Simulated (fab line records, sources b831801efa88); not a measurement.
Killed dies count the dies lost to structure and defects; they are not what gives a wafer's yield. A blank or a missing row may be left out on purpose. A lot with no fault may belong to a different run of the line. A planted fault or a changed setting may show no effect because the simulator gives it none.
A single fault, viewed from 2 desks ; flow sky130 ; only its own numbers are on each desk; what lay behind them is given at the end

THE TOOL OWNER'S DESK: rie_diel-04
The tool's own readings at SKY_LI_CONTACT_ETCH_15 (etches PSG in C4F8/O2/Ar, stops on Si, target depth 600 nm): means of the sampled wafers that have a number, for each lot that ran on this tool. A lot is out of limits, marked OUT, if its mean lies more than 4 standard deviations from the usual mean; the brackets give that distance.
Columns: A = oes_product_au at SKY_LI_CONTACT_ETCH_15, usual 0.837 a.u.; B = rf_fwd_power_W at SKY_LI_CONTACT_ETCH_15, usual 1492 W
lot;first seen here;A;B
L869;day 31 17:25;0.842;1493
L871;day 32 08:43;0.838;1496
L877;day 33 14:52;0.838;1573 (+15) OUT
L878;day 34 00:01;0.840;1577 (+16) OUT
Finding of this desk: L877, L878 out of limits; the first was L877 at day 33 14:52, on rf_fwd_power_W at SKY_LI_CONTACT_ETCH_15. In limits: L869, L871.

METROLOGY DESK
What the gauges read, lot by lot, whatever tool the lot ran on: means of the sampled wafers that have a number. A lot is out of limits, marked OUT, if its mean lies more than 4 standard deviations from the usual mean; the brackets give that distance.
Columns: A = cd_nm at SKY_SD_N_CD_MEAS_07, usual 379.5 nm; B = LI_CONTACT_OVL at SKY_LI_CONTACT_OVL_MEAS_13, usual 1 nm
lot;first seen here;A;B
L864;day 27 10:50;381.2;6
L865;day 27 17:00;380.0;1
L869;day 30 12:07;382.8;1
L868;day 30 16:16;380.3;7
L871;day 31 02:59;375.6;-4
L877;day 32 10:55;379.9;-6
L878;day 32 18:50;377.1;2
L883;day 34 01:08;378.7;5
L884;day 34 15:17;378.9;-1
L885;day 34 20:32;381.6;-0
L886;day 35 01:53;378.2;2
L887;day 35 08:46;379.4;-2
Finding of this desk: none of the 12 lots has anything out of limits.

TAKEN TOGETHER
On L877, L878, at day 33 14:52, an alarm was possible from the tool owner's desk.
Nothing out of limits was seen by the metrology desk.
The metrology desk has L877, L878 on record, within its limits.
Of the lots named, all ran SKY_LI_CONTACT_ETCH_15 on rie_diel-04.

WHAT WAS PUT IN BY THE SIMULATOR
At SKY_LI_CONTACT_ETCH_15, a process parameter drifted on rie_diel-04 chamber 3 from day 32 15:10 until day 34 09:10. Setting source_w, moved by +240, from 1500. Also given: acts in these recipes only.
Lots struck among those shown: L877, L878.
How many hours passed from the start of the fault until each desk's first out-of-limits reading: the tool owner's desk, 24.
